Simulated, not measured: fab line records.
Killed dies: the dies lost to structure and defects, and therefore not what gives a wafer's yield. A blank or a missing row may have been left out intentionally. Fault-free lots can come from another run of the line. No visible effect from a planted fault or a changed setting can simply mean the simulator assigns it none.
Commonality check across tools | flow sky130 | Sample size 13 lots and 39 wafers

== WHY IT WAS OPENED ==
At SKY_VT_ADJUST_HVTR_OVL_MEAS_08 the reading VT_ADJUST_HVTR_OVL is flagged on 4 of 13 lots. No-fault wafers: 0.8 nm, standard deviation 1.5.
Rule: a lot gets a flag if all its wafers with a number sit over 4 standard deviations from that mean, or if no wafer of it has a number. As for the other lots, they are considered sound.

lot  | measured     | on         | VT_ADJUST_HVTR_OVL (nm), wafer by wafer | flag
L252 | day 10 00:07 | overlay-01 | 2.5 2.7 -0.8                            |
L253 | day 10 09:38 | overlay-01 | 2.0 1.1 1.3                             |
L256 | day 10 18:37 | overlay-02 | 0.5 -1.1 -0.6                           |
L259 | day 11 19:13 | overlay-02 | 1.3 0.9 0.6                             |
L260 | day 12 04:32 | overlay-01 | -90.5 -89.5 -88.8                       | FLAGGED
L263 | day 13 02:28 | overlay-02 | -89.8 -88.9 -90.3                       | FLAGGED
L265 | day 13 16:58 | overlay-01 | -91.7 -90.1 -91.8                       | FLAGGED
L266 | day 14 03:40 | overlay-02 | -90.2 -88.3 -89.8                       | FLAGGED
L268 | day 14 13:13 | overlay-01 | 0.1 0.2 0.7                             |
L269 | day 14 20:24 | overlay-02 | 0.7 1.2 0.0                             |
L272 | day 15 22:52 | overlay-01 | -2.4 -2.6 -1.2                          |
L274 | day 16 07:49 | overlay-02 | -0.6 -0.9 0.9                           |
L273 | day 16 07:51 | overlay-01 | -3.2 0.2 -1.2                           |
On average the flagged lots' numbers are -90.0 nm, which is -90.8 nm against the usual, or -61 standard deviations.

== WHICH TOOL RAN EACH LOT ==
The record keeps 1 process step preceding the reading, out of 708 steps on the route. Read each cell as the tool, then ch plus the chambers that the sampled wafers visited, then the start.
lot  | flag    | SKY_VT_ADJUST_HVTR_EXPOSE_04
L252 |         | iline-stepper-02 ch 0, day 9 13:48
L253 |         | iline-stepper-02 ch 0, day 9 21:37
L256 |         | iline-stepper-01 ch 0, day 10 07:16
L259 |         | iline-stepper-01 ch 0, day 11 07:37
L260 | FLAGGED | iline-stepper-02 ch 0, day 11 17:57
L263 | FLAGGED | iline-stepper-02 ch 0, day 12 14:37
L265 | FLAGGED | iline-stepper-02 ch 0, day 13 03:38
L266 | FLAGGED | iline-stepper-02 ch 0, day 13 15:03
L268 |         | iline-stepper-01 ch 0, day 14 00:55
L269 |         | iline-stepper-01 ch 0, day 14 06:51
L272 |         | iline-stepper-01 ch 0, day 15 08:36
L274 |         | iline-stepper-01 ch 0, day 15 17:42
L273 |         | iline-stepper-01 ch 0, day 15 17:59
What these steps do:
- SKY_VT_ADJUST_HVTR_EXPOSE_04: exposes mask HVTRM, target cd 380 nm.
- SKY_VT_ADJUST_HVTR_OVL_MEAS_08

== FLAGGED OVER TOTAL, TOOL BY TOOL (the gauges that took the reading come last) ==
step                           | tool             | lots run | flagged | share of the flagged lots | sound lots run after its first flagged lot
SKY_VT_ADJUST_HVTR_EXPOSE_04   | iline-stepper-01 | 7        | 0       | none                      | -
SKY_VT_ADJUST_HVTR_EXPOSE_04   | iline-stepper-02 | 6        | 4       | all                       | 0
SKY_VT_ADJUST_HVTR_OVL_MEAS_08 | overlay-01       | 7        | 2       | some                      | 3 (L268,L272,L273)
SKY_VT_ADJUST_HVTR_OVL_MEAS_08 | overlay-02       | 6        | 2       | some                      | 2 (L269,L274)

== WHAT IS ALLOWED BY THE TABLE ==
All flagged lots share 1 row of the table, namely iline-stepper-02 at SKY_VT_ADJUST_HVTR_EXPOSE_04.
- iline-stepper-02 at SKY_VT_ADJUST_HVTR_EXPOSE_04 ran 6 lots, 4 of them flagged. It ran its last sound lot, L253, at day 9 21:37 and its first flagged lot, L260, at day 11 17:57: a fault with its onset between the two fits.
One tool is left: iline-stepper-02 at SKY_VT_ADJUST_HVTR_EXPOSE_04.

== WHAT WAS PUT IN BY THE SIMULATOR ==
Scanner matching overlay: iline-stepper-02, from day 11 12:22 on, at SKY_VT_ADJUST_HVTR_EXPOSE_04. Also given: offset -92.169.
Struck lots among those shown: L260, L263, L265, L266. The same result came from the rule above.
